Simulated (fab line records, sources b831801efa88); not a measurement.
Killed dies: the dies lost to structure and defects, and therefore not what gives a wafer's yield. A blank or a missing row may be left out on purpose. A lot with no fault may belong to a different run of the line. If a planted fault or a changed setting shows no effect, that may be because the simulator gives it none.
Split-lot experiment / flow sky130 / 23 wafers read across 5 lots, on a route 708 steps long

== ON THE SPLIT ==
At SKY_SONOS_TUNNEL_COAT_02 (resist thk 1140 nm), the setting resistThkNm was moved away from the recipe's 1140 nm on 6 of the 23 wafers read, by +1.8% to +6.0%. The other wafers ran this setting at the recipe's value.

The reading comes from the split's own step.

== THE READING ==
NOVOLAK_of_SONOS_TUNNEL_COAT_02.thkNm (the simulator's own value, which no gauge read), in nm, at SKY_SONOS_TUNNEL_COAT_02 (resist thk 1140 nm). The file gives no usual value for it. Here, 17 wafers ran the recipe; their average is 1142 nm with a standard deviation of 4.2 nm.

wafer=L074.1; tool, chamber at the split=lithoTrack-03, 0; resistThkNm as run, nm=1140; against the recipe=recipe; NOVOLAK_of_SONOS_TUNNEL_COAT_02.thkNm, nm=1135; against lot-mates on the recipe=-
wafer=L074.5; tool, chamber at the split=lithoTrack-03, 0; resistThkNm as run, nm=1140; against the recipe=recipe; NOVOLAK_of_SONOS_TUNNEL_COAT_02.thkNm, nm=1135; against lot-mates on the recipe=-
wafer=L074.2; tool, chamber at the split=lithoTrack-03, 0; resistThkNm as run, nm=1140; against the recipe=recipe; NOVOLAK_of_SONOS_TUNNEL_COAT_02.thkNm, nm=1137; against lot-mates on the recipe=-
wafer=L074.3; tool, chamber at the split=lithoTrack-03, 0; resistThkNm as run, nm=1140; against the recipe=recipe; NOVOLAK_of_SONOS_TUNNEL_COAT_02.thkNm, nm=1140; against lot-mates on the recipe=-
wafer=L074.6; tool, chamber at the split=lithoTrack-03, 0; resistThkNm as run, nm=1140; against the recipe=recipe; NOVOLAK_of_SONOS_TUNNEL_COAT_02.thkNm, nm=1139; against lot-mates on the recipe=-
wafer=L075.1; tool, chamber at the split=lithoTrack-01, 0; resistThkNm as run, nm=1140; against the recipe=recipe; NOVOLAK_of_SONOS_TUNNEL_COAT_02.thkNm, nm=1144; against lot-mates on the recipe=-
wafer=L075.5; tool, chamber at the split=lithoTrack-01, 0; resistThkNm as run, nm=1140; against the recipe=recipe; NOVOLAK_of_SONOS_TUNNEL_COAT_02.thkNm, nm=1144; against lot-mates on the recipe=-
wafer=L075.3; tool, chamber at the split=lithoTrack-01, 0; resistThkNm as run, nm=1140; against the recipe=recipe; NOVOLAK_of_SONOS_TUNNEL_COAT_02.thkNm, nm=1146; against lot-mates on the recipe=-
wafer=L075.4; tool, chamber at the split=lithoTrack-01, 0; resistThkNm as run, nm=1179; against the recipe=+3.4%; NOVOLAK_of_SONOS_TUNNEL_COAT_02.thkNm, nm=1185; against lot-mates on the recipe=+40
wafer=L075.6; tool, chamber at the split=lithoTrack-01, 0; resistThkNm as run, nm=1179; against the recipe=+3.4%; NOVOLAK_of_SONOS_TUNNEL_COAT_02.thkNm, nm=1185; against lot-mates on the recipe=+40
wafer=L077.1; tool, chamber at the split=lithoTrack-03, 0; resistThkNm as run, nm=1140; against the recipe=recipe; NOVOLAK_of_SONOS_TUNNEL_COAT_02.thkNm, nm=1145; against lot-mates on the recipe=-
wafer=L077.4; tool, chamber at the split=lithoTrack-03, 0; resistThkNm as run, nm=1140; against the recipe=recipe; NOVOLAK_of_SONOS_TUNNEL_COAT_02.thkNm, nm=1145; against lot-mates on the recipe=-
wafer=L077.2; tool, chamber at the split=lithoTrack-03, 0; resistThkNm as run, nm=1140; against the recipe=recipe; NOVOLAK_of_SONOS_TUNNEL_COAT_02.thkNm, nm=1140; against lot-mates on the recipe=-
wafer=L077.5; tool, chamber at the split=lithoTrack-03, 0; resistThkNm as run, nm=1208; against the recipe=+6.0%; NOVOLAK_of_SONOS_TUNNEL_COAT_02.thkNm, nm=1214; against lot-mates on the recipe=+71
wafer=L077.6; tool, chamber at the split=lithoTrack-03, 0; resistThkNm as run, nm=1208; against the recipe=+6.0%; NOVOLAK_of_SONOS_TUNNEL_COAT_02.thkNm, nm=1212; against lot-mates on the recipe=+69
wafer=L081.1; tool, chamber at the split=lithoTrack-04, 0; resistThkNm as run, nm=1140; against the recipe=recipe; NOVOLAK_of_SONOS_TUNNEL_COAT_02.thkNm, nm=1138; against lot-mates on the recipe=-
wafer=L081.3; tool, chamber at the split=lithoTrack-04, 0; resistThkNm as run, nm=1140; against the recipe=recipe; NOVOLAK_of_SONOS_TUNNEL_COAT_02.thkNm, nm=1143; against lot-mates on the recipe=-
wafer=L081.4; tool, chamber at the split=lithoTrack-04, 0; resistThkNm as run, nm=1140; against the recipe=recipe; NOVOLAK_of_SONOS_TUNNEL_COAT_02.thkNm, nm=1137; against lot-mates on the recipe=-
wafer=L085.1; tool, chamber at the split=lithoTrack-01, 0; resistThkNm as run, nm=1140; against the recipe=recipe; NOVOLAK_of_SONOS_TUNNEL_COAT_02.thkNm, nm=1148; against lot-mates on the recipe=-
wafer=L085.2; tool, chamber at the split=lithoTrack-01, 0; resistThkNm as run, nm=1161; against the recipe=+1.8%; NOVOLAK_of_SONOS_TUNNEL_COAT_02.thkNm, nm=1170; against lot-mates on the recipe=+23
wafer=L085.4; tool, chamber at the split=lithoTrack-01, 0; resistThkNm as run, nm=1161; against the recipe=+1.8%; NOVOLAK_of_SONOS_TUNNEL_COAT_02.thkNm, nm=1170; against lot-mates on the recipe=+23
wafer=L085.3; tool, chamber at the split=lithoTrack-01, 0; resistThkNm as run, nm=1140; against the recipe=recipe; NOVOLAK_of_SONOS_TUNNEL_COAT_02.thkNm, nm=1146; against lot-mates on the recipe=-
wafer=L085.5; tool, chamber at the split=lithoTrack-01, 0; resistThkNm as run, nm=1140; against the recipe=recipe; NOVOLAK_of_SONOS_TUNNEL_COAT_02.thkNm, nm=1147; against lot-mates on the recipe=-

THE FIT
A straight line over all 23 wafers: NOVOLAK_of_SONOS_TUNNEL_COAT_02.thkNm changes by +12.2 nm for each +1% of resistThkNm; r = +0.98; the points scatter about the line by 4.2 nm.
The same after taking each lot's own level away (the mean of its wafers on the recipe; 23 wafers): +11.7 nm for each +1%; r = +1.00; scatter 1.8 nm.
The reading moves by 70 nm for the largest change in resistThkNm, on that fit.
The lots' own levels span 1137.2 to 1147.0 nm, that is 2.3 times the standard deviation above.
So the lot-to-lot level changes the slope little: the two slopes agree.
Check: +69.8 nm against its lot-mates is what the line predicts for one of the wafers moved furthest among these (+6.0%) when that wafer is left out of the fit. It came out at +70.7 nm against them.

== OTHER SPLITS ON THESE WAFERS ==
Other splits were also applied to these wafers ahead of the reading. Each is held against what the fit with the lots' levels taken away leaves over:
other split on the same wafers=SKY_VT_ADJUST_NCORE_IMPLANT_09 doseCm2; wafers away from the commonest value=8; r with NOVOLAK_of_SONOS_TUNNEL_COAT_02.thkNm (lot level and that fit taken away)=-0.12
other split on the same wafers=SKY_VT_ADJUST_HVTR_IMPLANT_09 energyKev; wafers away from the commonest value=5; r with NOVOLAK_of_SONOS_TUNNEL_COAT_02.thkNm (lot level and that fit taken away)=+0.00
other split on the same wafers=SKY_VT_ADJUST_PCH_IMPLANT_08 doseCm2; wafers away from the commonest value=10; r with NOVOLAK_of_SONOS_TUNNEL_COAT_02.thkNm (lot level and that fit taken away)=+0.17

== THE WHOLE CHAIN: every reading that the file lists as answering this split, in the file's order ==
step=SKY_SONOS_TUNNEL_COAT_02; what it does=resist thk 1140 nm; reading=NOVOLAK_of_SONOS_TUNNEL_COAT_02.thkNm (the simulator's own value, which no gauge read); change (the file's fit)=+11.7 nm for each +1% of the setting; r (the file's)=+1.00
step=SKY_SONOS_TUNNEL_CD_MEAS_07; what it does=target cd 410 nm; reading=cdNm; change (the file's fit)=-0.956 nm for each +1% of the setting, in a fit together with developTimeS@SONOS_TUNNEL_DEVELOP_06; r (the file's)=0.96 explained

== THE FILE'S OWN FIT ==
NOVOLAK_of_SONOS_TUNNEL_COAT_02.thkNm changes by +11.7 nm for each +1% of resistThkNm, r = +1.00.
